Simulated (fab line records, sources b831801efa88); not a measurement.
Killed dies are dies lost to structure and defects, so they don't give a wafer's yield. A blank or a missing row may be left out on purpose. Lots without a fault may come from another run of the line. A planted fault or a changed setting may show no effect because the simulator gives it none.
A sampling plan put to the test | flow gf180mcu | one fab line, 22 faults that these records tell of, each judged on the records of the lots that it struck
The plan is the line's own looks: the steps of the route at which a gauge or an inspection reads the wafer and doesn't change it. A look can be judged if struck wafers have a number there and the file gives its usual mean and standard deviation on fault-free wafers. Caught: at a look after the fault's first step, the mean of the struck wafers lies 4 or more of those standard deviations (sigma) from the usual mean. On the tool: the same test on the tool's own readings at the fault's steps. Another recipe on the struck wafers, or a record that is blank for them alone, also counts as caught.

THE FAULTS, as the simulator had put them in
1. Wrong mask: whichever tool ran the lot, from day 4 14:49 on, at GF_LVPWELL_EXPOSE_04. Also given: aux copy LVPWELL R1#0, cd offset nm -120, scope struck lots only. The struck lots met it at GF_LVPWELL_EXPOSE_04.
2. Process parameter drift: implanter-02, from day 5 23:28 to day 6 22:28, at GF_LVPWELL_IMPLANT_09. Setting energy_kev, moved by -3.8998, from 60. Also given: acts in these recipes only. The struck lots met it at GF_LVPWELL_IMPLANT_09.
3. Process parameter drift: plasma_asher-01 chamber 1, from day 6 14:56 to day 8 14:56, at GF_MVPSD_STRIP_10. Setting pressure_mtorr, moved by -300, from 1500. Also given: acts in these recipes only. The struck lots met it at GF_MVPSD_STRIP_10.
4. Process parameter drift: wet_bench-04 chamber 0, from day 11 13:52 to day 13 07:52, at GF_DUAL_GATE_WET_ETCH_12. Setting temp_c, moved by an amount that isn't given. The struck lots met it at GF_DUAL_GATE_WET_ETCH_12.
5. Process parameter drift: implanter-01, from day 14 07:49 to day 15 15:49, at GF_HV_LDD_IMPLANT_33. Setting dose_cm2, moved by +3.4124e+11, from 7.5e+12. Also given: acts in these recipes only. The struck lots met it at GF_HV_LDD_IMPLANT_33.
6. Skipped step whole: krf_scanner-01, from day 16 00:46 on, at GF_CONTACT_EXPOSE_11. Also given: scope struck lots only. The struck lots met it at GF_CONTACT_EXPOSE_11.
7. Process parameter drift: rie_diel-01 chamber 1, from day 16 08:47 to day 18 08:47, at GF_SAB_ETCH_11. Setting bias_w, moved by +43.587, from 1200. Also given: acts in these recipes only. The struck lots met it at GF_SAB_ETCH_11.
8. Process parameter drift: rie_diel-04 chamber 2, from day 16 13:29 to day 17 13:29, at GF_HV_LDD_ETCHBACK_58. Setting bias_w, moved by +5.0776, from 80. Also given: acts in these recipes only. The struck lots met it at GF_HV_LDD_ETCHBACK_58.
9. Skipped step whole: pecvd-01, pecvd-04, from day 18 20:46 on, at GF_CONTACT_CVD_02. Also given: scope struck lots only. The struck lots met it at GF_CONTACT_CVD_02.
10. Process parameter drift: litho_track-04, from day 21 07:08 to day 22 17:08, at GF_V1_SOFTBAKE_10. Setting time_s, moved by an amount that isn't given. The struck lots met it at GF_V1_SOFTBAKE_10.
11. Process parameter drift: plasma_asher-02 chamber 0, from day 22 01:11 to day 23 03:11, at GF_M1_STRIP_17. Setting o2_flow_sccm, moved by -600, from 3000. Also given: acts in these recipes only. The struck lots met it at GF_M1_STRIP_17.
12. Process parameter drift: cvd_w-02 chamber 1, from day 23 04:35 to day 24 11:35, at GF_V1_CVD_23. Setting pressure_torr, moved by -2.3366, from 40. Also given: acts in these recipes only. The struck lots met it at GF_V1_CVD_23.
13. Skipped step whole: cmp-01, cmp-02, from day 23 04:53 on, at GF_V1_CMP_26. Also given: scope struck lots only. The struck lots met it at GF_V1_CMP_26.
14. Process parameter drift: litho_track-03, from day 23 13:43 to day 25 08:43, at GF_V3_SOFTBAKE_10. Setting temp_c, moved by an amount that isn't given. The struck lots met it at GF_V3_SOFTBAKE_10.
15. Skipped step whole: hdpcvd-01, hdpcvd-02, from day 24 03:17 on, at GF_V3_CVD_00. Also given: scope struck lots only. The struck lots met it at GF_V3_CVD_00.
16. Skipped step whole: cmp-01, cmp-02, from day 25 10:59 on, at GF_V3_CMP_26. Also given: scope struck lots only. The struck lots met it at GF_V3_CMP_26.
17. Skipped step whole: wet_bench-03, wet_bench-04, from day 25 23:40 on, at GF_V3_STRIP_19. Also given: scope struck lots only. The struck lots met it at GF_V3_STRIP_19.
18. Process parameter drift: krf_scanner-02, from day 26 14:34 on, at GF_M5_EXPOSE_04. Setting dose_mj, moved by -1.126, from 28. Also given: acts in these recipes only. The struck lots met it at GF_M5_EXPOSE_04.
19. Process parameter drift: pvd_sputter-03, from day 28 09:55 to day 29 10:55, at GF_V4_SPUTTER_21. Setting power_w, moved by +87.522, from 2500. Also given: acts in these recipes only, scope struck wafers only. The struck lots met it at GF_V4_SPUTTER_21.
20. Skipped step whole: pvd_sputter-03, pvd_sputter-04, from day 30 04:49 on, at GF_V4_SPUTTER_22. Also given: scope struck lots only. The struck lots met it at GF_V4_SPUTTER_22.
21. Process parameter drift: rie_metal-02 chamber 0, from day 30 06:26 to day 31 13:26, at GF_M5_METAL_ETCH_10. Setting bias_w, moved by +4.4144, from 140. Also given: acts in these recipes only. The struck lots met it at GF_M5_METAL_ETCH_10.
22. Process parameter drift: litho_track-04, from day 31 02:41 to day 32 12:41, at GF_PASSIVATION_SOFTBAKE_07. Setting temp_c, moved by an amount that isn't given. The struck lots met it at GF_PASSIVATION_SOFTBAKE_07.

WHAT THE PLAN SAW
fault | on the tool itself                               | first look that catches it                      | reading, sigma | median hours from its first step to that look | hours from the fault's start to the first struck lot there | judged looks passed uncaught
1     | no reading that can be judged                    | none of the 3 looks that can be judged after it | -              | -                                             | -                                                          | 3
2     | beam_energy_keV -99 or beyond sigma              | not the one look that can be judged after it    | -              | -                                             | -                                                          | 1
3     | chamber_pressure_mTorr -99 or beyond sigma       | none of the 2 looks that can be judged after it | -              | -                                             | -                                                          | 2
4     | only faintly: temp_c +3.1 sigma                  | no look after it can be judged                  | -              | -                                             | -                                                          | 0
5     | dose_ions_cm2 +41 sigma                          | not the one look that can be judged after it    | -              | -                                             | -                                                          | 1
6     | no reading that can be judged                    | no look after it can be judged                  | -              | -                                             | -                                                          | 0
7     | bias_w +13 sigma                                 | not the one look that can be judged after it    | -              | -                                             | -                                                          | 1
8     | bias_w +20 sigma                                 | no look after it can be judged                  | -              | -                                             | -                                                          | 0
9     | the tool's record is blank for the struck wafers | no look after it can be judged                  | -              | -                                             | -                                                          | 0
10    | heater_power_total_W +52 sigma                   | not the one look that can be judged after it    | -              | -                                             | -                                                          | 1
11    | o2_flow_sccm -59 sigma                           | no look after it can be judged                  | -              | -                                             | -                                                          | 0
12    | chamber_pressure_Torr -25 sigma                  | no look after it can be judged                  | -              | -                                             | -                                                          | 0
13    | the tool's record is blank for the struck wafers | no look after it can be judged                  | -              | -                                             | -                                                          | 0
14    | heater_power_total_W -77 sigma                   | GF_V3_CD_MEAS_14                                | cd_nm -8.6     | 11.5                                          | 17                                                         | 0
15    | the tool's record is blank for the struck wafers | no look after it can be judged                  | -              | -                                             | -                                                          | 0
16    | the tool's record is blank for the struck wafers | no look after it can be judged                  | -              | -                                             | -                                                          | 0
17    | the tool's record is blank for the struck wafers | no look after it can be judged                  | -              | -                                             | -                                                          | 0
18    | exposure_dose_mJ_cm2 -8.7 sigma                  | no look after it can be judged                  | -              | -                                             | -                                                          | 0
19    | cathode_dc_power_W +99 or beyond sigma           | no look after it can be judged                  | -              | -                                             | -                                                          | 0
20    | the tool's record is blank for the struck wafers | no look after it can be judged                  | -              | -                                             | -                                                          | 0
21    | bias_w +12 sigma                                 | not the one look that can be judged after it    | -              | -                                             | -                                                          | 1
22    | plate_temp_C -8.5 sigma                          | no look after it can be judged                  | -              | -                                             | -                                                          | 0
A dash: the fault isn't caught, or these records don't give the number.

Caught at a look: 1 of 22. Caught on the tool: 19 of 22. By one or the other: 19 of 22.
Caught on the tool alone: faults 2, 3, 5, 7, 8, 9, 10, 11, 12, 13, 15, 16, 17, 18, 19, 20, 21, 22.
Caught by neither: faults 1, 4, 6.

THINNER SAMPLING
If the look that catches a fault measured only every second or every third lot, by lot number, the first struck lot would be measured this late in the worst case:
fault | struck lots at that look, in order of time | every lot | every second lot | every third lot
14    | L829, L833                                 | 17 h      | may miss all 2   | may miss all 2
Hours are from the fault's start to the first struck lot that is measured. The limit of 4 sigma was tested on all struck wafers together, so one lot alone may lie under it. Other struck lots may not be in these records.

THE LONGEST TIMED WAY FROM STEP TO LOOK
Fault 14: a median of 11.5 hours passes between GF_V3_SOFTBAKE_10 and GF_V3_CD_MEAS_14. No look between them can be judged.
